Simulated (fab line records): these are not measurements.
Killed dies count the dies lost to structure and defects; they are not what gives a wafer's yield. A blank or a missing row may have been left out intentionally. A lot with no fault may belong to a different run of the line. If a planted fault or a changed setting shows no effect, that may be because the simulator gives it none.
Which tool did it?    flow sky130    Sampling: 24 lots, 72 wafers, 5 of 708 route steps

== WHAT EACH GAUGE READ, for each wafer ==
SKY_VT_ADJUST_NCORE_OVL_MEAS_08. Usual: VT_ADJUST_NCORE_OVL typically reads 0.3 nm, with standard deviation 1.3.
lot   measured      on          VT_ADJUST_NCORE_OVL (nm)  flag
L074  day 8 14:52   overlay-01  -1.4 -0.5 -2.2            
L075  day 8 21:39   overlay-01  -2.0 -2.0 -0.8            
L076  day 9 09:57   overlay-01  2.0 2.6 2.0               
L077  day 9 11:00   overlay-01  -1.0 -1.4 -0.4            
L078  day 9 21:36   overlay-01  -1.4 0.2 -2.2             
L079  day 10 00:28  overlay-02  0.1 0.7 0.1               
L080  day 10 10:57  overlay-01  0.9 1.2 2.8               
L081  day 10 16:15  overlay-01  -0.2 -0.5 0.7             
L082  day 10 23:52  overlay-01  -1.6 -1.3 -0.4            
L083  day 11 08:07  overlay-02  0.8 -0.1 1.5              
L084  day 11 19:10  overlay-01  -1.0 -0.3 -0.5            
L085  day 12 03:24  overlay-01  1.2 0.7 0.2               
L086  day 12 09:51  overlay-01  -0.4 -1.8 -0.6            
L087  day 12 15:19  overlay-01  0.5 2.7 1.5               
L088  day 12 19:00  overlay-01  1.4 2.2 2.9               
L089  day 13 02:24  overlay-01  2.1 1.2 0.2               
L090  day 13 12:22  overlay-01  2.6 1.8 2.2               
L091  day 13 18:22  overlay-01  0.2 0.9 0.4               
L092  day 14 00:43  overlay-01  0.5 0.3 0.5               
L093  day 14 05:16  overlay-01  0.7 0.3 -0.9              
L094  day 14 13:07  overlay-01  -2.0 -0.8 -1.2            
L095  day 14 18:37  overlay-01  0.9 0.2 -0.1              
L096  day 15 00:31  overlay-01  0.6 0.7 2.9               
L097  day 15 18:30  overlay-02  -0.3 1.0 -1.2             

SKY_METAL5_THK_MEAS_06: measures by xrf. Usual: METAL5_ALCU_THK typically reads 1155 nm, with standard deviation 12.
lot   measured      on             METAL5_ALCU_THK (nm)  flag
L074  day 42 22:58  film-metro-03  1156 1162 1162        
L075  day 43 07:31  film-metro-04  1150 1152 1165        
L076  day 43 16:25  film-metro-04  1162 1170 1166        
L077  day 43 18:21  film-metro-04  1143 1165 1163        
L078  day 44 01:37  film-metro-02  1168 1172 1152        
L079  day 44 07:40  film-metro-04  1144 1147 1142        
L080  day 44 17:13  film-metro-02  1163 1173 1158        
L081  day 44 22:05  film-metro-04  1174 1164 1155        
L082  day 45 11:31  film-metro-02  1150 1143 1160        
L083  day 45 17:38  film-metro-03  1147 1148 1160        
L084  day 45 23:43  film-metro-03  1154 1166 1172        
L085  day 46 11:25  film-metro-03  1151 1157 1144        
L086  day 46 15:37  film-metro-04  1147 1151 1160        
L087  day 46 16:55  film-metro-03  1156 1148 1140        
L088  day 46 17:49  film-metro-02  1152 1165 1160        
L089  day 47 00:50  film-metro-03  1122 1133 1147        
L090  day 47 07:03  film-metro-03  1143 1160 1150        
L091  day 47 20:29  film-metro-03  1138 1146 1149        
L092  day 47 21:11  film-metro-03  1165 1154 1154        
L093  day 47 21:27  film-metro-02  1170 1157 1166        
L094  day 47 22:59  film-metro-03  1135 1136 1141        
L095  day 48 11:38  film-metro-04  1161 1158 1151        
L096  day 48 12:57  film-metro-02  1172 1163 1181        
L097  day 48 23:10  film-metro-04  1156 1158 1156        

== WHICH TOOL RAN EACH LOT (tool, then ch and the chambers of the sampled wafers, then the start) ==
lot   SKY_POLY_GATE_STRIP_18                SKY_METAL3_ETCH_16                 SKY_VIA4_ETCH_12
L074  plasma-asher-04 ch 0,1, day 16 10:26  rie-metal-03 ch 0, day 38 13:38    rie-diel-01 ch 0,1, day 42 21:02
L075  plasma-asher-02 ch 0,1, day 16 18:32  rie-metal-02 ch 0,1, day 39 01:46  rie-diel-02 ch 0,1,3, day 43 05:53
L076  plasma-asher-03 ch 0,1, day 17 08:02  rie-metal-03 ch 0,1, day 39 08:20  rie-diel-02 ch 0,1, day 43 14:47
L077  plasma-asher-02 ch 0,1, day 17 10:08  rie-metal-03 ch 0,1, day 39 10:05  rie-diel-02 ch 0,1,2, day 43 16:35
L078  plasma-asher-04 ch 0, day 17 21:44    rie-metal-04 ch 0,1, day 39 19:23  rie-diel-02 ch 0,1,3, day 43 23:59
L079  plasma-asher-04 ch 0,1, day 18 02:23  rie-metal-03 ch 1, day 40 03:49    rie-diel-03 ch 0,2,3, day 44 06:01
L080  plasma-asher-03 ch 0,1, day 18 19:41  rie-metal-03 ch 0,1, day 40 12:26  rie-diel-01 ch 0,2, day 44 15:34
L081  plasma-asher-02 ch 0,1, day 18 23:56  rie-metal-04 ch 0,1, day 40 16:58  rie-diel-02 ch 0,1,2, day 44 20:26
L082  plasma-asher-04 ch 0,1, day 19 17:02  rie-metal-02 ch 0,1, day 41 08:23  rie-diel-02 ch 0,1,3, day 45 09:50
L083  plasma-asher-03 ch 1, day 20 02:02    rie-metal-04 ch 0,1, day 41 15:44  rie-diel-02 ch 0,1,3, day 45 15:59
L084  plasma-asher-02 ch 0,1, day 20 14:26  rie-metal-02 ch 1, day 41 23:17    rie-diel-03 ch 1,2,3, day 45 22:02
L085  plasma-asher-04 ch 0,1, day 20 23:56  rie-metal-03 ch 0,1, day 42 11:11  rie-diel-02 ch 1,2,3, day 46 09:41
L086  plasma-asher-04 ch 0,1, day 21 06:53  rie-metal-04 ch 0,1, day 42 16:28  rie-diel-02 ch 0,1,2, day 46 13:59
L087  plasma-asher-04 ch 0,1, day 21 14:14  rie-metal-03 ch 0,1, day 42 16:41  rie-diel-01 ch 0,2,3, day 46 15:16
L088  plasma-asher-03 ch 0,1, day 21 17:56  rie-metal-04 ch 0,1, day 42 18:48  rie-diel-02 ch 1,2,3, day 46 16:11
L089  plasma-asher-03 ch 0,1, day 22 03:29  rie-metal-04 ch 0,1, day 43 02:58  rie-diel-03 ch 1,2,3, day 46 23:07
L090  plasma-asher-04 ch 0,1, day 22 15:20  rie-metal-02 ch 0, day 43 11:27    rie-diel-02 ch 1,2,3, day 47 05:16
L091  plasma-asher-02 ch 0,1, day 23 03:20  rie-metal-03 ch 0,1, day 44 01:44  rie-diel-01 ch 2,3, day 47 18:50
L092  plasma-asher-02 ch 0,1, day 23 08:26  rie-metal-02 ch 0, day 44 02:05    rie-diel-02 ch 0,1,3, day 47 19:29
L093  plasma-asher-02 ch 0,1, day 23 15:16  rie-metal-04 ch 0,1, day 44 02:28  rie-diel-03 ch 1,3, day 47 19:47
L094  plasma-asher-04 ch 0,1, day 23 15:35  rie-metal-03 ch 0,1, day 44 03:47  rie-diel-01 ch 1,2,3, day 47 21:16
L095  plasma-asher-03 ch 1, day 24 06:08    rie-metal-03 ch 0,1, day 44 17:28  rie-diel-02 ch 1,2,3, day 48 09:59
L096  plasma-asher-02 ch 0,1, day 24 09:32  rie-metal-02 ch 0,1, day 44 19:23  rie-diel-03 ch 1,2, day 48 11:17
L097  plasma-asher-04 ch 0,1, day 25 02:02  rie-metal-02 ch 0,1, day 45 09:30  rie-diel-03 ch 0,1,2, day 48 21:29
- SKY_POLY_GATE_STRIP_18: strips in O2/N2.
- SKY_METAL3_ETCH_16: etches BARC in N2/H2, stops on SiO2, time 88.2 s, target depth 60 nm.
- SKY_VIA4_ETCH_12: etches SiO2 in C4F8/O2/Ar, stops on TiN, target depth 580 nm.

== AS READ BY THE TOOLS THEMSELVES (means over the sampled wafers that have a number; for cases with no such wafer, the mark the record gives instead) ==
SKY_POLY_GATE_STRIP_18. Usual: drypump-motor-current-A 5.6 A, standard deviation 0.61; oes-product-au 0.360 a.u., standard deviation 0.0048; strip-time-to-endpoint-s 3.15 s, standard deviation 0.044.
lot   tool             drypump-motor-current-A (A)  oes-product-au (a.u.)  strip-time-to-endpoint-s (s)  flag
L074  plasma-asher-04  5.2                          0.359                  3.14                          
L075  plasma-asher-02  6.4                          0.362                  3.15                          
L076  plasma-asher-03  5.6                          0.360                  3.18                          
L077  plasma-asher-02  6.4                          0.359                  3.17                          
L078  plasma-asher-04  4.7                          0.365                  3.13                          
L079  plasma-asher-04  5.2                          0.363                  3.13                          
L080  plasma-asher-03  5.6                          0.357                  3.13                          
L081  plasma-asher-02  6.3                          0.361                  3.17                          
L082  plasma-asher-04  5.0                          0.362                  3.17                          
L083  plasma-asher-03  5.5                          0.365                  3.11                          
L084  plasma-asher-02  6.3                          0.360                  3.16                          
L085  plasma-asher-04  5.0                          0.363                  3.08                          
L086  plasma-asher-04  5.0                          0.358                  3.13                          
L087  plasma-asher-04  4.9                          0.361                  3.14                          
L088  plasma-asher-03  5.6                          0.359                  3.14                          
L089  plasma-asher-03  5.6                          0.367                  3.20                          
L090  plasma-asher-04  4.9                          0.363                  3.16                          
L091  plasma-asher-02  6.3                          0.360                  3.15                          
L092  plasma-asher-02  6.4                          0.358                  3.15                          
L093  plasma-asher-02  6.2                          0.361                  3.20                          
L094  plasma-asher-04  4.9                          0.361                  3.12                          
L095  plasma-asher-03  5.5                          0.355                  3.13                          
L096  plasma-asher-02  6.4                          0.362                  3.17                          
L097  plasma-asher-04  5.0                          0.359                  3.22                          

SKY_METAL3_ETCH_16. Usual: drypump-motor-current-A 5.8 A, standard deviation 0.32; h2-flow-sccm 200.0 sccm, standard deviation 0.62; oes-product-au 0.625 a.u., standard deviation 0.0044; throttle-valve-pct 13.205 %, standard deviation 0.008.
lot   tool          drypump-motor-current-A (A)  h2-flow-sccm (sccm)  oes-product-au (a.u.)  throttle-valve-pct (%)  flag
L074  rie-metal-03  6.0                          199.1                0.622                  13.202                  
L075  rie-metal-02  5.6                          199.7                0.627                  13.208                  
L076  rie-metal-03  5.9                          200.1                0.627                  13.199                  
L077  rie-metal-03  5.9                          200.0                0.623                  13.210                  
L078  rie-metal-04  5.9                          200.3                0.629                  13.201                  
L079  rie-metal-03  5.7                          199.5                0.620                  13.200                  
L080  rie-metal-03  5.9                          199.2                0.625                  13.206                  
L081  rie-metal-04  5.9                          200.6                0.630                  13.206                  
L082  rie-metal-02  5.8                          199.6                0.624                  13.203                  
L083  rie-metal-04  5.9                          199.9                0.624                  13.212                  
L084  rie-metal-02  5.3                          200.4                0.625                  13.203                  
L085  rie-metal-03  5.8                          200.0                0.624                  13.207                  
L086  rie-metal-04  5.9                          199.8                0.625                  13.203                  
L087  rie-metal-03  5.9                          199.8                0.624                  13.207                  
L088  rie-metal-04  5.7                          199.7                0.626                  13.210                  
L089  rie-metal-04  5.9                          199.9                0.619                  13.207                  
L090  rie-metal-02  6.1                          200.3                0.623                  13.203                  
L091  rie-metal-03  5.9                          199.9                0.622                  13.202                  
L092  rie-metal-02  6.1                          199.8                0.621                  13.217                  
L093  rie-metal-04  5.9                          199.8                0.622                  13.200                  
L094  rie-metal-03  5.8                          200.3                0.627                  13.209                  
L095  rie-metal-03  5.9                          200.3                0.624                  13.202                  
L096  rie-metal-02  5.6                          200.8                0.619                  13.200                  
L097  rie-metal-02  5.8                          201.3                0.622                  13.202                  

SKY_VIA4_ETCH_12. Usual: oes-product-au reads 0.925 a.u. (standard deviation 0.0044).
lot   tool         oes-product-au (a.u.)  flag
L074  rie-diel-01  0.923                  
L075  rie-diel-02  0.930                  
L076  rie-diel-02  0.927                  
L077  rie-diel-02  0.926                  
L078  rie-diel-02  0.928                  
L079  rie-diel-03  0.923                  
L080  rie-diel-01  0.923                  
L081  rie-diel-02  0.924                  
L082  rie-diel-02  0.925                  
L083  rie-diel-02  0.924                  
L084  rie-diel-03  0.928                  
L085  rie-diel-02  0.925                  
L086  rie-diel-02  0.932                  
L087  rie-diel-01  0.921                  
L088  rie-diel-02  0.929                  
L089  rie-diel-03  0.925                  
L090  rie-diel-02  0.922                  
L091  rie-diel-01  0.926                  
L092  rie-diel-02  0.928                  
L093  rie-diel-03  0.927                  
L094  rie-diel-01  0.921                  
L095  rie-diel-02  0.926                  
L096  rie-diel-03  0.925                  
L097  rie-diel-03  0.926                  

== THE ANSWER, worked out from the rows above alone ==
Rule: lot off if the mean of its wafers having a number is beyond 3 standard deviations from the usual mean. A lot without any number at a reading at which 4 lots or more have one is off too. The other lots that the step has rows for count as sound. Order of review: gauges by route order, followed by the tools' own readings, for which a lot's mean as printed above is used. At the first step where some lot is off, the reading lying furthest off is the one used; lots without a number count as furthest.
None of the lots is off at any reading shown; this tells nothing.

== WHAT THE SIMULATOR HAD PUT IN ==
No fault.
